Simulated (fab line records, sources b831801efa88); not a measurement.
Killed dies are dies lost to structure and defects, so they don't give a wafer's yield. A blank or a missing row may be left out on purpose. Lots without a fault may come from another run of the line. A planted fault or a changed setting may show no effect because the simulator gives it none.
Chamber matching | flow sky130 | SKY_PASSIVATION_CVD_00 on pecvd-01: 3 sister chambers
The step deposits SiO2, target thk 90 nm. 3 wafers are shown with their chamber, then 8 later ones without.

WAFERS WITH THEIR CHAMBER
wafer  | chamber | heater_power_w (W)
L091.5 | 1       | 553
L093.4 | 0       | 605
L095.3 | 2       | 506

WAFERS WITHOUT THEIR CHAMBER
wafer  | heater_power_w (W)
L095.4 | 599
L095.5 | 520
L096.1 | 547
L096.2 | 686
L096.4 | 693
L097.4 | 537
L097.5 | 612
L097.6 | 722

WHICH CHAMBER EACH WENT THROUGH
wafer  | from the rows above          | in truth
L095.4 | can't be placed: 0 or 1 or 2 | 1
L095.5 | can't be placed: 2 or 1 or 0 | 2
L096.1 | can't be placed: 1 or 2 or 0 | 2
L096.2 | can't be placed: 0 or 1 or 2 | 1
L096.4 | can't be placed: 0 or 1 or 2 | 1
L097.4 | can't be placed: 1 or 2 or 0 | 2
L097.5 | can't be placed: 0 or 1 or 2 | 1
L097.6 | can't be placed: 0 or 1 or 2 | 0
Placed correctly: 0 of 8. Can't be placed from these rows: 8 (the true chamber is among the candidates in 8). Placed wrongly: 0.
How it was worked out, from the rows above alone: a wafer's distance from a chamber is the root of the sum, over the readings, of the square of ((its reading less the chamber's mean) divided by the reading's scatter). The wafer belongs to the nearest chamber; if the next one is less than 2 further off, it can't be placed. A chamber's mean is the mean of its shown wafers. The scatter: with one shown wafer a chamber, the root of the mean of the squares of how far each hidden wafer lies from its nearest shown one.
